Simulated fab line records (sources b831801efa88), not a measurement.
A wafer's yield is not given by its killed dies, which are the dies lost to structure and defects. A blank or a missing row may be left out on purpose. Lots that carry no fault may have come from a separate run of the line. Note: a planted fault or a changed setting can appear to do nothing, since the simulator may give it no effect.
Chamber matching + flow sky130 + SKY_VIA4_ETCH_12 on rie_diel-01 has 4 sister chambers
The step etches SiO2 in C4F8/O2/Ar, stops on TiN, target depth 580 nm. 18 wafers are shown with their chamber, then 9 later ones without.

WAFERS WITH THEIR CHAMBER
| wafer  | chamber | oes_product_au (a.u.) |
|--------|---------|-----------------------|
| L074.3 | 2       | 0.926                 |
| L074.5 | 2       | 0.930                 |
| L074.6 | 1       | 0.926                 |
| L078.1 | 0       | 0.924                 |
| L078.2 | 3       | 0.926                 |
| L078.3 | 1       | 0.921                 |
| L078.4 | 2       | 0.928                 |
| L078.5 | 0       | 0.921                 |
| L078.6 | 3       | 0.933                 |
| L082.2 | 3       | 0.930                 |
| L082.3 | 0       | 0.924                 |
| L082.6 | 1       | 0.927                 |
| L086.1 | 1       | 0.927                 |
| L086.2 | 2       | 0.925                 |
| L086.6 | 2       | 0.930                 |
| L087.3 | 1       | 0.926                 |
| L087.4 | 0       | 0.922                 |
| L087.6 | 1       | 0.924                 |

SIGNATURES (averages over the wafers above)
| reading        | chamber 0 | chamber 1 | chamber 2 | chamber 3 | scatter within a chamber |
|----------------|-----------|-----------|-----------|-----------|--------------------------|
| oes_product_au | 0.92275   | 0.92517   | 0.92780   | 0.92967   | 0.00238                  |
Rule: a wafer lies at a distance from a chamber equal to the root of the sum of squares, over the readings, of (its reading less the chamber's mean, divided by the reading's scatter). If the next closest chamber is less than 2 further off than the closest, the wafer can't be placed; otherwise it belongs to the closest. The scatter: take each reading less its chamber's mean, square it, sum over the shown wafers, divide by the number of wafers less the number of chambers, and take the root.

WAFERS WHOSE CHAMBER IS MISSING
| wafer  | oes_product_au (a.u.) |
|--------|-----------------------|
| L095.1 | 0.920                 |
| L095.4 | 0.923                 |
| L095.6 | 0.916                 |
| L096.3 | 0.926                 |
| L096.4 | 0.931                 |
| L096.5 | 0.929                 |
| L097.1 | 0.933                 |
| L097.3 | 0.926                 |
| L097.5 | 0.922                 |

THE CHAMBER EACH PASSED THROUGH
| wafer  | from the rows above               | in truth |
|--------|-----------------------------------|----------|
| L095.1 | can't be placed: 0 or 1           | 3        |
| L095.4 | can't be placed: 0 or 1 or 2      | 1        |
| L095.6 | can't be placed: 0 or 1           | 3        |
| L096.3 | can't be placed: 1 or 2 or 0 or 3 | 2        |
| L096.4 | can't be placed: 3 or 2 or 1      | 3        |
| L096.5 | can't be placed: 3 or 2 or 1      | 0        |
| L097.1 | can't be placed: 3 or 2 or 1      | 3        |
| L097.3 | can't be placed: 1 or 2 or 0 or 3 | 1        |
| L097.5 | can't be placed: 0 or 1           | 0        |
Correctly placed: 0 of 9. These rows do not allow placing 9 (true chamber among the candidates in 6). Number placed wrongly: 0.
